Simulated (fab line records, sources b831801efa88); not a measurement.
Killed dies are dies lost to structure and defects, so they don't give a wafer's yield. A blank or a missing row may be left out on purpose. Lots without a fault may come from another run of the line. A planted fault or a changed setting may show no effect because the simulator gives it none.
fab line records | flow sky130 | part 2 of 2: steps 28 to 38 of 38
record lots=5 wafers=15 last_day=50
route steps=708 shown VIA3@590 METAL4@598 CAP2M@603
lots that met no fault: from a run of the same line without faults
start_h: hours from the record's first day to the start of the lot's first wafer shown | wait_h: hours since the lot's step before | " the same as in the row above | L1.1+2: a row that stands for several wafers | - no value, or no start given | * or withheld: withheld | < > ~ a bound
route shown NAME@n: a module of which the file shows steps, and the number in the route of the first | usual: mean/standard deviation of fault-free wafers | same: alike in all rows | chamber/n: place in a boat | sites: the reading at each site | _std_site: their standard deviation | _edge_site: outer sites' mean less inner sites' | radius_mm: how far each site lies from the wafer's centre | mask NAME#n: copy n | behind: the tool/chamber that last shaped the wafer | hold: why the lot was held/for how many hours/how that ended | device: the transistor (n, p or np) that didn't switch | end of line: the same wafers' tests at the end of the route | a step without rows: its recipe alone | killed: dies lost to structure and defects at the first sort, not the wafer's yield | map: a wafer's dies, x killed, . not, _ none there
set.NAME: the setting as run; set.NAME@STEP: as run at that earlier step | model.NAME: the simulator's own value behind a step, which no gauge read
lots at some steps of the route; a table a step, a row a wafer
services: from which hour (start_h, from the record's first day; less than 0 if before it) a tool's chamber was out of use, for how many hours, and why
## steps
# step SKY_CAP2M_STRIP_14
# recipe chemistry=O2/N2 power_w=1400 pressure_mtorr=1500 platen_temp_c=withheld o2_flow_sccm=3000 n2_flow_sccm=300 overash_fraction=0.5
# usual drypump_motor_current_A=6.1/0.41 o2_flow_sccm=3000/9.4 oes_product_au=0.710/0.0046 strip_time_to_endpoint_s=12.65/0.053
# columns lot.wafer tool chamber start_h wait_h drypump_motor_current_A o2_flow_sccm oes_product_au rf_hours_counter_h strip_time_to_endpoint_s
L076.1 plasma_asher-03 0 972.82 0.1 5.7 2996 0.710 56 12.61
L076.4 " 1 " " 6.7 2981 0.711 - 12.59
L076.5 " 0 " " 5.7 2983 0.717 - 12.63
L080.1 plasma_asher-04 0 999.50 0.1 6.3 2992 0.709 21 12.64
L080.2 " 1 " " 6.3 3000 0.704 21 12.68
L080.3 " 0 " " 6.3 2991 0.706 - 12.64
L079.2 plasma_asher-04 1 1000.97 0.1 6.3 2999 0.708 21 12.70
L079.5 " 1 " " 6.3 2992 0.716 - 12.57
L079.6 " 0 " " 6.3 2994 0.711 - 12.68
L083.1 plasma_asher-03 0 1019.68 0.1 5.7 3002 0.708 60 12.75
L083.3 " 0 " " 5.7 3004 0.705 - 12.72
L083.5 " 1 " " 6.7 2994 0.706 - 12.72
L095.2 plasma_asher-03 1 1099.13 0.1 6.7 3015 0.710 68 12.64
L095.3 " 0 " " 5.7 3002 0.706 - 12.62
L095.5 " 0 " " 5.7 2995 0.714 - 12.65
# step SKY_CAP2M_STRIP_15
# recipe chemistry=post_etch_residue_remover time_s=1200 temp_c=72.5
# columns lot.wafer tool chamber start_h wait_h
L076.1+4+5 wet_bench-04 2 972.92 0.1
L080.1+2+3 wet_bench-03 3 999.60 0.1
L079.2+5+6 wet_bench-03 0 1001.07 0.1
L083.1+3+5 wet_bench-03 0 1019.78 0.1
L095.2+3+5 wet_bench-04 1 1099.23 0.1
# step SKY_CAP2M_CLEAN_16
# recipe chemistry=IPA time_s=180 temp_c=25
# columns lot.wafer tool chamber start_h wait_h
L076.1+4+5 wet_bench-03 0 973.32 0.0
L080.1+2+3 wet_bench-01 3 999.94 0.0
L079.2+5+6 wet_bench-04 0 1001.41 0.0
L083.1+3+5 wet_bench-01 1 1020.18 0.0
L095.2+3+5 wet_bench-04 2 1099.57 0.0
# step SKY_CAP2M_CLEAN_17
# recipe chemistry=O3/DIW dry=n2_spin
# columns lot.wafer tool chamber start_h wait_h
L076.1+4+5 wet_bench-04 0 973.39 0.0
L080.1+2+3 wet_bench-04 1 1000.00 0.0
L079.2+5+6 wet_bench-01 1 1001.47 0.0
L083.1+3+5 wet_bench-04 1 1020.24 0.0
L095.2+3+5 wet_bench-03 0 1099.63 0.0
# step SKY_METAL4_DEHYDRATE_05
# recipe temp_c=200 time_s=60
# usual exhaust_pa=44.9/0.97
# columns lot.wafer tool chamber start_h wait_h exhaust_pa
L076.1 litho_track-01 0 984.74 11.3 45.4
L076.4 " 0 " " 44.3
L076.5 " 0 " " 46.3
L080.1 litho_track-02 0 1010.99 10.9 45.1
L080.2 " 0 " " 45.6
L080.3 " 0 " " 45.4
L079.2 litho_track-02 0 1012.41 10.9 43.8
L079.5 " 0 " " 44.1
L079.6 " 0 " " 44.1
L083.1 litho_track-03 0 1030.20 9.9 46.0
L083.3 " 0 " " 46.3
L083.5 " 0 " " 46.1
L095.2 litho_track-02 0 1109.06 9.3 45.1
L095.3 " 0 " " 44.6
L095.5 " 0 " " 44.8
# step SKY_METAL4_HMDS_06
# recipe prime_time_s=60 prime_temp_c=120
# usual exhaust_pa=45.1/0.82
# columns lot.wafer tool chamber start_h wait_h exhaust_pa
L076.1 litho_track-01 0 984.89 0.1 45.3
L076.4 " 0 " " 44.8
L076.5 " 0 " " 44.6
L080.1 litho_track-02 0 1011.14 0.1 45.6
L080.2 " 0 " " 45.2
L080.3 " 0 " " 45.9
L079.2 litho_track-02 0 1012.56 0.1 45.4
L079.5 " 0 " " 44.9
L079.6 " 0 " " 47.2
L083.1 litho_track-03 0 1030.35 0.1 44.4
L083.3 " 0 " " 45.5
L083.5 " 0 " " 44.9
L095.2 litho_track-02 0 1109.21 0.1 44.7
L095.3 " 0 " " 45.6
L095.5 " 0 " " 46.0
# step SKY_METAL4_COAT_07
# recipe resist=BARC temp_c=withheld time_s=withheld spin_rpm=3000 resist_thk_nm=60
# usual exhaust_pa=44.9/0.91
# columns lot.wafer tool chamber start_h wait_h exhaust_pa
L076.1 litho_track-01 0 985.04 0.1 46.1
L076.4 " 0 " " 45.2
L076.5 " 0 " " 47.2
L080.1 litho_track-02 0 1011.29 0.1 44.2
L080.2 " 0 " " 45.0
L080.3 " 0 " " 44.7
L079.2 litho_track-02 0 1012.71 0.1 44.6
L079.5 " 0 " " 43.7
L079.6 " 0 " " 44.3
L083.1 litho_track-03 0 1030.50 0.1 43.9
L083.3 " 0 " " 44.3
L083.5 " 0 " " 43.8
L095.2 litho_track-02 0 1109.36 0.1 45.2
L095.3 " 0 " " 44.7
L095.5 " 0 " " 43.7
# step SKY_METAL4_COAT_08
# recipe resist=KrF-thick spin_rpm=3000 resist_thk_nm=1140
# usual exhaust_pa=45.2/0.93
# columns lot.wafer tool chamber start_h wait_h exhaust_pa
L076.1 litho_track-01 0 - - 47.1
L076.4 " 0 " " 46.5
L076.5 " 0 " " 46.9
L080.1 litho_track-02 0 - - 44.9
L080.2 " 0 " " 44.5
L080.3 " 0 " " 44.5
L079.2 litho_track-02 0 - - 46.3
L079.5 " 0 " " 44.9
L079.6 " 0 " " 46.7
L083.1 litho_track-03 0 - - 45.0
L083.3 " 0 " " 45.0
L083.5 " 0 " " 45.4
L095.2 litho_track-02 0 - - 45.6
L095.3 " 0 " " 46.0
L095.5 " 0 " " 45.1
# step SKY_METAL4_SOFTBAKE_09
# recipe temp_c=100 time_s=90 resist=KrF-thick
# usual exhaust_pa=45.1/0.91
# columns lot.wafer tool chamber start_h wait_h exhaust_pa
L076.1 litho_track-01 0 - - 45.0
L076.4 " 0 " " 46.5
L076.5 " 0 " " 46.0
L080.1 litho_track-02 0 - - 42.4
L080.2 " 0 " " 43.9
L080.3 " 0 " " 44.8
L079.2 litho_track-02 0 - - 45.0
L079.5 " 0 " " 45.0
L079.6 " 0 " " 43.7
L083.1 litho_track-03 0 - - 46.1
L083.3 " 0 " " 47.4
L083.5 " 0 " " 45.8
L095.2 litho_track-02 0 - - 44.8
L095.3 " 0 " " 45.7
L095.5 " 0 " " 44.1
# step SKY_METAL4_EXPOSE_10
# recipe mask_id=MM4 na=0.68 source_shape=annular sigma_inner=0.4 sigma_outer=0.8 target_cd_nm=300 dose_mj=28
# columns lot.wafer tool chamber start_h wait_h mask
L076.1+4+5 krf_scanner-02 0 - - MM4#0
L080.1+2+3 krf_scanner-02 0 - - MM4#0
L079.2+5+6 krf_scanner-01 0 - - MM4#0
L083.1+3+5 krf_scanner-02 0 - - MM4#0
L095.2+3+5 krf_scanner-01 0 - - MM4#0
# step SKY_METAL4_PEB_11
# recipe peb_temp_c=withheld peb_time_s=withheld resist=KrF-thick
# usual exhaust_pa=44.8/0.92
# columns lot.wafer tool chamber start_h wait_h exhaust_pa
L076.1 litho_track-01 0 - - 44.2
L076.4 " 0 " " 43.8
L076.5 " 0 " " 44.5
L080.1 litho_track-02 0 - - 46.7
L080.2 " 0 " " 44.9
L080.3 " 0 " " 44.4
L079.2 litho_track-02 0 - - 44.2
L079.5 " 0 " " 43.1
L079.6 " 0 " " 45.1
L083.1 litho_track-03 0 - - 45.8
L083.3 " 0 " " 44.6
L083.5 " 0 " " 45.0
L095.2 litho_track-03 0 - - 43.5
L095.3 " 0 " " 44.9
L095.5 " 0 " " 45.9
## services
# columns tool chamber start_h hours kind
pvd_sputter-01 - 926.13 2.9 repair
krf_scanner-02 - 928.60 0.6 repair
cmp-01 - 928.78 6.8 pm
krf_scanner-02 - 929.84 0.8 pm
krf_scanner-02 - 936.88 1.6 repair
iline_stepper-02 - 948.26 1.7 pm
pvd_sputter-03 - 964.83 8.9 repair
pvd_sputter-03 - 977.73 3.6 repair
krf_scanner-02 - 989.74 1.9 repair
pvd_sputter-02 - 992.35 1.5 repair
plasma_asher-03 - 997.20 2.8 pm
krf_scanner-02 - 1002.72 0.1 repair
pvd_sputter-02 - 1007.09 0.6 repair
cvd_w-01 1 1008.71 3.2 repair
pvd_sputter-03 - 1021.54 1.8 repair
krf_scanner-02 - 1022.80 3.6 repair
cvd_w-01 0 1050.28 17.2 repair
pvd_sputter-01 - 1057.13 1.6 repair
pvd_sputter-02 - 1065.23 5.1 repair
pvd_sputter-01 - 1090.29 2.6 repair
pecvd-04 - 1097.18 4.3 repair
wet_bench-04 - 1108.72 1.9 pm
cmp-01 - 1116.69 74.2 repair
wet_bench-01 - 1117.42 0.5 repair
